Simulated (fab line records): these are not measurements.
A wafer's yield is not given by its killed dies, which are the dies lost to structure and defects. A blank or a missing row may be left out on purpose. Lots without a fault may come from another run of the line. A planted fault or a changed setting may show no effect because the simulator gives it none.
A struck lot beside a sound one :: flow sky130 :: 15 out of 708 route steps
Sound: the wafers L667.2, L667.3, L667.6. Wafers struck: L679.2, L679.4, L679.5. At the end, the cause is stated.
At each step with rows: each side's tool, then ch and its chambers, then its first start. Under that, the readings that differ: sound wafers :: struck wafers :: difference of the means :: sigmas: that difference in standard deviations of wafers without a fault.
alike: words and numbers the same on both sides, and readings whose means are apart by under 2 such deviations; not compared: readings that were withheld, readings missing a value for some wafer, numbers with overlapping values and no deviation given by the record, and bounds like >300 which may hide the same value.
Wherever a step has rows on one side only, a row that says differs or no value, or a row with sigmas, the two part there. Non-overlapping numbers with no deviation appear without sigmas and do not part them. Lack of a reading on every wafer of one side parts them only where that side has two or more wafers.

first, 4 steps without rows for these wafers: SKY_LDD_HVP_SOFTBAKE_03 (time 60 s); SKY_LDD_HVP_EXPOSE_04 (exposes mask HVPTM, target cd 700 nm); SKY_LDD_HVP_PEB_05; SKY_LDD_HVP_DEVELOP_06 (develop time 60 s).
SKY_LDD_HVP_OVL_MEAS_07:
  struck on overlay-02, day 27 00:54; sound on overlay-02, day 22 20:41
  alike: LDD_HVP_OVL
next, for these wafers, 1 step has no rows: SKY_LDD_HVP_IMPLANT_08.
SKY_LDD_HVP_STRIP_09: strips in O2/N2.
  sound on plasmaAsher-01 ch 1, day 22 20:52; struck on plasmaAsher-01 ch 0,1, day 27 01:05
  alike: drypumpMotorCurrentA, oesProductAu, stripTimeToEndpointS
  not compared: rfHoursCounterH
SKY_LDD_HVP_TW_MEAS_10:
  struck on filmMetro-01, day 27 01:11; sound on filmMetro-01, day 22 20:59
  alike: LDD_HVP_TW
then, 4 steps without rows for these wafers: SKY_LDD_LDN_DEHYDRATE_00 (time 60 s); SKY_LDD_LDN_HMDS_01 (prime time 60 s); SKY_LDD_LDN_COAT_02 (resist thk 1140 nm); SKY_LDD_LDN_SOFTBAKE_03 (time 60 s).
SKY_LDD_LDN_EXPOSE_04: exposes mask LDNTM, target cd 700 nm.
  sound on ilineStepper-02 ch 0, day 23 12:48; struck on ilineStepper-02 ch 0, day 27 15:52
reading: mask
sound: LDNTM#0 LDNTM#0 LDNTM#0
struck: LDNTM_R1#0 LDNTM_R1#0 LDNTM_R1#0
difference: differs
sigmas: 
  alike: focusOffsetNm
next, for these wafers, 1 step has no rows: SKY_LDD_LDN_PEB_05.
-- here the record skips 22 days between the struck wafers' starts before and after, leaving off in module LDD_LDN and picking up in module PAD_OPEN (first step shown: number 708 of the route) --
SKY_PAD_OPEN_PROBE_99:
  rows exist in the record for the struck wafers here (prober-01, day 49 22:28), but not for the sound ones

== WHERE THEY PART ==
Earliest at SKY_LDD_LDN_EXPOSE_04; latest, in this record, at SKY_PAD_OPEN_PROBE_99.

WHY: what the simulator had put in
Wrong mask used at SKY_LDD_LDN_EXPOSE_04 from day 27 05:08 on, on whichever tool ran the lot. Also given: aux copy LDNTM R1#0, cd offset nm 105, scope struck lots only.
